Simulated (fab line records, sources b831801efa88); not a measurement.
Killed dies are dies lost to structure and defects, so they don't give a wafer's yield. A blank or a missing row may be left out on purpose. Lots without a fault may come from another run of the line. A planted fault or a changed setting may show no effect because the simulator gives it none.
Which tool did it? | flow sky130 | 7 lots, 21 wafers sampled, at 4 steps of a route of 708

WHAT THE GAUGES READ, wafer by wafer
SKY_METAL1_OVL_MEAS_16.
lot  | measured     | on         | METAL1_OVL (nm)
L330 | day 32 13:50 | overlay-02 | -7 -5 -4
L332 | day 33 09:49 | overlay-02 | -6 -3 5
L334 | day 34 20:52 | overlay-02 | 0 5 0
L336 | day 35 02:34 | overlay-02 | 1 2 0
L338 | day 35 17:19 | overlay-02 | 3 -3 1
L343 | day 37 00:52 | overlay-01 | -4 -3 2
L352 | day 39 21:25 | overlay-01 | -11 5 1

WHICH TOOL RAN EACH LOT (tool, then ch and the chambers of the sampled wafers, then the start)
lot  | SKY_LDD_N_IMPLANT_10            | SKY_LOCAL_INTERCONNECT_SPUTTER_00 | SKY_METAL1_SPUTTER_03
L330 | implanter-01 ch 0, day 17 16:08 | pvd_sputter-02, day 29 02:10      | pvd_sputter-02, day 31 11:02
L332 | implanter-02 ch 0, day 18 13:34 | pvd_sputter-01, day 29 21:40      | pvd_sputter-03, day 32 06:02
L334 | implanter-02 ch 0, day 20 03:25 | pvd_sputter-03, day 31 08:22      | pvd_sputter-02, day 33 18:23
L336 | implanter-01 ch 0, day 20 10:05 | pvd_sputter-02, day 31 14:01      | pvd_sputter-04, day 33 22:55
L338 | implanter-01 ch 0, day 21 06:51 | pvd_sputter-02, day 32 05:54      | pvd_sputter-02, day 34 15:20
L343 | implanter-01 ch 0, day 22 16:27 | pvd_sputter-03, day 33 15:17      | pvd_sputter-03, day 35 23:41
L352 | implanter-02 ch 0, day 26 02:16 | pvd_sputter-02, day 36 14:07      | pvd_sputter-02, day 38 20:12
- SKY_LDD_N_IMPLANT_10
- SKY_LOCAL_INTERCONNECT_SPUTTER_00: material TiN, target thk 100 nm, time 83.3 s.
- SKY_METAL1_SPUTTER_03: material Ti, target thk 5 nm, time 3.3 s.

THE ANSWER, worked out from the rows above alone
Rule: what is usual is taken from the lots themselves. Put in order of their means at a reading, lots are off if they are a third of the lots or fewer, leave a main group of 4 or more, and stand apart from it by a gap of 3 or more times the standard deviation of the main group's means; of several such gaps the widest counts. A main group whose means are all the same, to the digits that the tables above print for the reading, isn't used. A lot without any number at a reading at which 4 lots or more have one is off too. The other lots that the step has rows for count as sound.
No lot is off at any reading shown: from this, nothing can be told.

WHAT THE SIMULATOR HAD PUT IN
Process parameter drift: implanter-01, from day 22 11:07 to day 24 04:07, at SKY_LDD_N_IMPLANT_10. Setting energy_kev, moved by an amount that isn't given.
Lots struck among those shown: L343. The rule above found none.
